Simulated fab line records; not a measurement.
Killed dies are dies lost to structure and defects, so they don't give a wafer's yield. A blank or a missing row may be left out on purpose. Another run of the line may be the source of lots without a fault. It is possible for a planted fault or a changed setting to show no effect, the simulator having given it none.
The tool behind it: which one? :: flow gf180mcu :: 42 wafers from 14 lots sampled at 5 of the route's 602 steps

== WHAT THE GAUGES SHOWED, per wafer ==
GF_STI_THK_MEAS_02.
lot: L271
measured: day 1 18:23
on: film metro-03
STI_OXIDATION_THK (nm): 9.63 9.90 9.76

lot: L272
measured: day 1 22:22
on: film metro-02
STI_OXIDATION_THK (nm): 10.20 10.02 9.96

lot: L275
measured: day 2 13:17
on: film metro-03
STI_OXIDATION_THK (nm): 10.04 10.05 9.92

lot: L276
measured: day 2 18:22
on: film metro-01
STI_OXIDATION_THK (nm): 9.99 10.07 10.13

lot: L278
measured: day 3 03:31
on: film metro-03
STI_OXIDATION_THK (nm): 10.27 10.30 10.35

lot: L279
measured: day 3 08:31
on: film metro-02
STI_OXIDATION_THK (nm): 9.87 10.06 9.89

lot: L280
measured: day 3 13:55
on: film metro-02
STI_OXIDATION_THK (nm): 10.35 10.37 10.36

lot: L281
measured: day 3 18:43
on: film metro-01
STI_OXIDATION_THK (nm): 10.19 10.23 10.30

lot: L282
measured: day 3 23:31
on: film metro-02
STI_OXIDATION_THK (nm): 10.22 10.13 10.12

lot: L283
measured: day 4 05:23
on: film metro-02
STI_OXIDATION_THK (nm): 9.94 9.90 9.83

lot: L286
measured: day 4 19:34
on: film metro-02
STI_OXIDATION_THK (nm): 9.58 9.71 9.75

lot: L287
measured: day 5 00:44
on: film metro-03
STI_OXIDATION_THK (nm): 10.02 10.06 9.96

lot: L291
measured: day 5 20:32
on: film metro-03
STI_OXIDATION_THK (nm): 10.26 10.19 10.28

lot: L293
measured: day 6 06:31
on: film metro-03
STI_OXIDATION_THK (nm): 9.98 10.04 9.88

GF_DNWELL_TW_MEAS_09.
lot: L271
measured: day 3 03:00
on: film metro-04
DNWELL_TW: 1328 1323 1328

lot: L272
measured: day 3 08:38
on: film metro-03
DNWELL_TW: 1375 1360 1362

lot: L275
measured: day 3 21:14
on: film metro-03
DNWELL_TW: 1352 1355 1348

lot: L276
measured: day 4 04:52
on: film metro-02
DNWELL_TW: 1347 1351 1341

lot: L278
measured: day 4 12:59
on: film metro-04
DNWELL_TW: 1333 1323 1324

lot: L279
measured: day 4 18:17
on: film metro-02
DNWELL_TW: 1349 1349 1355

lot: L280
measured: day 5 01:56
on: film metro-03
DNWELL_TW: 1363 1357 1360

lot: L281
measured: day 5 07:00
on: film metro-02
DNWELL_TW: 1342 1344 1348

lot: L282
measured: day 5 12:47
on: film metro-03
DNWELL_TW: 1358 1354 1357

lot: L283
measured: day 5 16:17
on: film metro-03
DNWELL_TW: 1353 1361 1354

lot: L286
measured: day 6 08:10
on: film metro-02
DNWELL_TW: 31 31 31

lot: L287
measured: day 6 14:30
on: film metro-02
DNWELL_TW: 31 31 31

lot: L291
measured: day 7 10:13
on: film metro-03
DNWELL_TW: 1369 1369 1363

lot: L293
measured: day 7 20:29
on: film metro-03
DNWELL_TW: 1353 1356 1364

== WHAT TOOL EACH LOT RAN ON (gives the tool, then ch and the chambers of the sampled wafers, and finally the start) ==
lot: L271
GF_STI_ETCH_14: rie si-01 ch 0,1,3, day 2 08:48
GF_STI_CMP_25: cmp-01 ch 0,1,2, day 2 12:08
GF_DNWELL_EXPOSE_04: iline stepper-01 ch 0, day 2 20:54

lot: L272
GF_STI_ETCH_14: rie si-02 ch 1,3, day 2 12:35
GF_STI_CMP_25: cmp-02 ch 1,2, day 2 15:45
GF_DNWELL_EXPOSE_04: iline stepper-02 ch 0, day 3 02:07

lot: L275
GF_STI_ETCH_14: rie si-02 ch 1,2,3, day 3 03:41
GF_STI_CMP_25: cmp-01 ch 1,2,3, day 3 05:32
GF_DNWELL_EXPOSE_04: iline stepper-01 ch 0, day 3 14:46

lot: L276
GF_STI_ETCH_14: rie si-01 ch 0,1,3, day 3 09:29
GF_STI_CMP_25: cmp-01 ch 0,1,2, day 3 11:22
GF_DNWELL_EXPOSE_04: iline stepper-02 ch 0, day 3 22:02

lot: L278
GF_STI_ETCH_14: rie si-01 ch 0,2,3, day 3 18:29
GF_STI_CMP_25: cmp-02 ch 0,2,3, day 3 20:58
GF_DNWELL_EXPOSE_04: iline stepper-02 ch 0, day 4 06:19

lot: L279
GF_STI_ETCH_14: rie si-02 ch 0,2, day 3 23:41
GF_STI_CMP_25: cmp-01 ch 0,1, day 4 01:32
GF_DNWELL_EXPOSE_04: iline stepper-02 ch 0, day 4 11:18

lot: L280
GF_STI_ETCH_14: rie si-01 ch 1,2,3, day 4 06:44
GF_STI_CMP_25: cmp-02 ch 0,2,3, day 4 09:11
GF_DNWELL_EXPOSE_04: iline stepper-01 ch 0, day 4 19:04

lot: L281
GF_STI_ETCH_14: rie si-02 ch 0,1,3, day 4 10:53
GF_STI_CMP_25: cmp-02 ch 0,1,2, day 4 12:54
GF_DNWELL_EXPOSE_04: iline stepper-01 ch 0, day 4 23:51

lot: L282
GF_STI_ETCH_14: rie si-02 ch 0,2,3, day 4 14:53
GF_STI_CMP_25: cmp-01 ch 0,2,3, day 4 18:14
GF_DNWELL_EXPOSE_04: iline stepper-02 ch 0, day 5 05:17

lot: L283
GF_STI_ETCH_14: rie si-02 ch 0,1,3, day 4 21:02
GF_STI_CMP_25: cmp-01 ch 0,1,2, day 4 22:55
GF_DNWELL_EXPOSE_04: iline stepper-01 ch 0, day 5 09:07

lot: L286
GF_STI_ETCH_14: rie si-01 ch 1,2,3, day 5 12:23
GF_STI_CMP_25: cmp-02 ch 1,2,3, day 5 14:16
GF_DNWELL_EXPOSE_04: iline stepper-01, day 6 00:41

lot: L287
GF_STI_ETCH_14: rie si-01 ch 0,1,2, day 5 18:32
GF_STI_CMP_25: cmp-01 ch 0,2,3, day 5 20:36
GF_DNWELL_EXPOSE_04: iline stepper-02, day 6 06:25

lot: L291
GF_STI_ETCH_14: rie si-02 ch 0,3, day 6 13:50
GF_STI_CMP_25: cmp-02 ch 1,2,3, day 6 15:48
GF_DNWELL_EXPOSE_04: iline stepper-01 ch 0, day 7 01:36

lot: L293
GF_STI_ETCH_14: rie si-01 ch 0,2,3, day 7 00:11
GF_STI_CMP_25: cmp-01 ch 0,2,3, day 7 02:02
GF_DNWELL_EXPOSE_04: iline stepper-02 ch 0, day 7 12:35
- GF_STI_ETCH_14: etches Si in HBr/Cl2/O2, target depth 360 nm, time 102.9 s.
- GF_STI_CMP_25: polishes, stops on Si3N4, t overpolish 33 s, target thk 524.6 nm.
- GF_DNWELL_EXPOSE_04: exposes mask DNWELL, target cd 1700 nm.

== AS READ BY THE TOOLS THEMSELVES (means over the sampled wafers that have a number; for cases with no such wafer, the mark the record gives instead) ==
GF_STI_ETCH_14.
lot: L271
tool: rie si-01
bias w (W): 150.1
chamber pressure mTorr (mTorr): 15.001
drypump motor current A (A): 5.6
oes product au (a.u.): 0.998
throttle valve pct (%): 25.662

lot: L272
tool: rie si-02
bias w (W): 149.8
chamber pressure mTorr (mTorr): 15.014
drypump motor current A (A): 6.1
oes product au (a.u.): 1.008
throttle valve pct (%): 25.650

lot: L275
tool: rie si-02
bias w (W): 149.9
chamber pressure mTorr (mTorr): 14.989
drypump motor current A (A): 5.9
oes product au (a.u.): 0.987
throttle valve pct (%): 25.658

lot: L276
tool: rie si-01
bias w (W): 150.0
chamber pressure mTorr (mTorr): 15.004
drypump motor current A (A): 5.6
oes product au (a.u.): 0.995
throttle valve pct (%): 25.662

lot: L278
tool: rie si-01
bias w (W): 150.4
chamber pressure mTorr (mTorr): 14.998
drypump motor current A (A): 5.9
oes product au (a.u.): 0.999
throttle valve pct (%): 25.662

lot: L279
tool: rie si-02
bias w (W): 150.2
chamber pressure mTorr (mTorr): 15.006
drypump motor current A (A): 5.7
oes product au (a.u.): 1.002
throttle valve pct (%): 25.655

lot: L280
tool: rie si-01
bias w (W): 150.0
chamber pressure mTorr (mTorr): 15.010
drypump motor current A (A): 5.7
oes product au (a.u.): 1.009
throttle valve pct (%): 25.655

lot: L281
tool: rie si-02
bias w (W): 150.0
chamber pressure mTorr (mTorr): 15.004
drypump motor current A (A): 6.0
oes product au (a.u.): 0.994
throttle valve pct (%): 25.654

lot: L282
tool: rie si-02
bias w (W): 150.0
chamber pressure mTorr (mTorr): 14.990
drypump motor current A (A): 5.8
oes product au (a.u.): 0.999
throttle valve pct (%): 25.655

lot: L283
tool: rie si-02
bias w (W): 149.7
chamber pressure mTorr (mTorr): 15.003
drypump motor current A (A): 6.0
oes product au (a.u.): 0.997
throttle valve pct (%): 25.659

lot: L286
tool: rie si-01
bias w (W): 150.0
chamber pressure mTorr (mTorr): 14.991
drypump motor current A (A): 5.7
oes product au (a.u.): 0.998
throttle valve pct (%): 25.656

lot: L287
tool: rie si-01
bias w (W): 149.8
chamber pressure mTorr (mTorr): 14.999
drypump motor current A (A): 5.8
oes product au (a.u.): 0.997
throttle valve pct (%): 25.656

lot: L291
tool: rie si-02
bias w (W): 149.9
chamber pressure mTorr (mTorr): 15.013
drypump motor current A (A): 5.9
oes product au (a.u.): 1.001
throttle valve pct (%): 25.656

lot: L293
tool: rie si-01
bias w (W): 150.1
chamber pressure mTorr (mTorr): 14.999
drypump motor current A (A): 6.0
oes product au (a.u.): 0.995
throttle valve pct (%): 25.669

GF_STI_CMP_25.
lot: L271
tool: cmp-01
motor current A (A): 10.6
overpolish run s (s): 33.012
time to endpoint s (s): 119

lot: L272
tool: cmp-02
motor current A (A): 11.5
overpolish run s (s): 33.006
time to endpoint s (s): 116

lot: L275
tool: cmp-01
motor current A (A): 11.7
overpolish run s (s): 33.007
time to endpoint s (s): 119

lot: L276
tool: cmp-01
motor current A (A): 10.8
overpolish run s (s): 33.010
time to endpoint s (s): 122

lot: L278
tool: cmp-02
motor current A (A): 11.8
overpolish run s (s): 33.004
time to endpoint s (s): 123

lot: L279
tool: cmp-01
motor current A (A): 11.0
overpolish run s (s): 33.003
time to endpoint s (s): 123

lot: L280
tool: cmp-02
motor current A (A): 11.8
overpolish run s (s): 32.985
time to endpoint s (s): 117

lot: L281
tool: cmp-02
motor current A (A): 12.1
overpolish run s (s): 32.996
time to endpoint s (s): 115

lot: L282
tool: cmp-01
motor current A (A): 10.9
overpolish run s (s): 32.994
time to endpoint s (s): 122

lot: L283
tool: cmp-01
motor current A (A): 10.5
overpolish run s (s): 33.003
time to endpoint s (s): 122

lot: L286
tool: cmp-02
motor current A (A): 11.9
overpolish run s (s): 33.005
time to endpoint s (s): 118

lot: L287
tool: cmp-01
motor current A (A): 10.7
overpolish run s (s): 33.008
time to endpoint s (s): 125

lot: L291
tool: cmp-02
motor current A (A): 11.9
overpolish run s (s): 33.011
time to endpoint s (s): 126

lot: L293
tool: cmp-01
motor current A (A): 10.6
overpolish run s (s): 33.001
time to endpoint s (s): 120

GF_DNWELL_EXPOSE_04.
lot: L271
tool: iline stepper-01
exposure dose mJ cm2: 265.47
focus offset nm (nm): 0.1

lot: L272
tool: iline stepper-02
exposure dose mJ cm2: 265.19
focus offset nm (nm): -0.4

lot: L275
tool: iline stepper-01
exposure dose mJ cm2: 265.47
focus offset nm (nm): -0.4

lot: L276
tool: iline stepper-02
exposure dose mJ cm2: 265.47
focus offset nm (nm): 0.2

lot: L278
tool: iline stepper-02
exposure dose mJ cm2: 265.10
focus offset nm (nm): 0.2

lot: L279
tool: iline stepper-02
exposure dose mJ cm2: 265.35
focus offset nm (nm): -0.6

lot: L280
tool: iline stepper-01
exposure dose mJ cm2: 265.57
focus offset nm (nm): 0.0

lot: L281
tool: iline stepper-01
exposure dose mJ cm2: 265.62
focus offset nm (nm): 0.4

lot: L282
tool: iline stepper-02
exposure dose mJ cm2: 265.19
focus offset nm (nm): -0.1

lot: L283
tool: iline stepper-01
exposure dose mJ cm2: 265.63
focus offset nm (nm): -0.3

lot: L286
tool: iline stepper-01
exposure dose mJ cm2: -
focus offset nm (nm): -

lot: L287
tool: iline stepper-02
exposure dose mJ cm2: -
focus offset nm (nm): -

lot: L291
tool: iline stepper-01
exposure dose mJ cm2: 265.46
focus offset nm (nm): 0.3

lot: L293
tool: iline stepper-02
exposure dose mJ cm2: 265.33
focus offset nm (nm): -0.1

== THE ANSWER, worked out from the rows above alone ==
Rule: the usual values come from the lots themselves. Put in order of their means at a reading, lots are off if they are a third of the lots or fewer, leave a main group of 4 or more, and stand apart from it by a gap of 3 or more times the standard deviation of the main group's means; of several such gaps the widest counts. A main group is skipped when, at the precision printed for the reading in the tables above, its means are all equal. A lot without any number at a reading at which 4 lots or more have one is off too. Where the step has rows for the other lots, those lots are counted as sound. Order of review: gauges by route order, followed by the tools' own readings, for which a lot's mean as printed above is used. At the first step where some lot is off, the reading lying furthest off is the one used; lots without a number count as furthest.
Off: L286, L287, seen at GF_DNWELL_TW_MEAS_09 (DNWELL_TW). For the main group the mean is 1351 and the standard deviation 13.
A tool fits if, at a process step before that reading, it ran every lot that is off, and no sound lot after the first of them. Not tried: the gauges at GF_DNWELL_TW_MEAS_09; whatever is off there is also off at GF_DNWELL_EXPOSE_04, on other tools, and gauge error can't account for it. Not one of the candidates tried fits.

== WHAT THE SIMULATOR PUT IN ==
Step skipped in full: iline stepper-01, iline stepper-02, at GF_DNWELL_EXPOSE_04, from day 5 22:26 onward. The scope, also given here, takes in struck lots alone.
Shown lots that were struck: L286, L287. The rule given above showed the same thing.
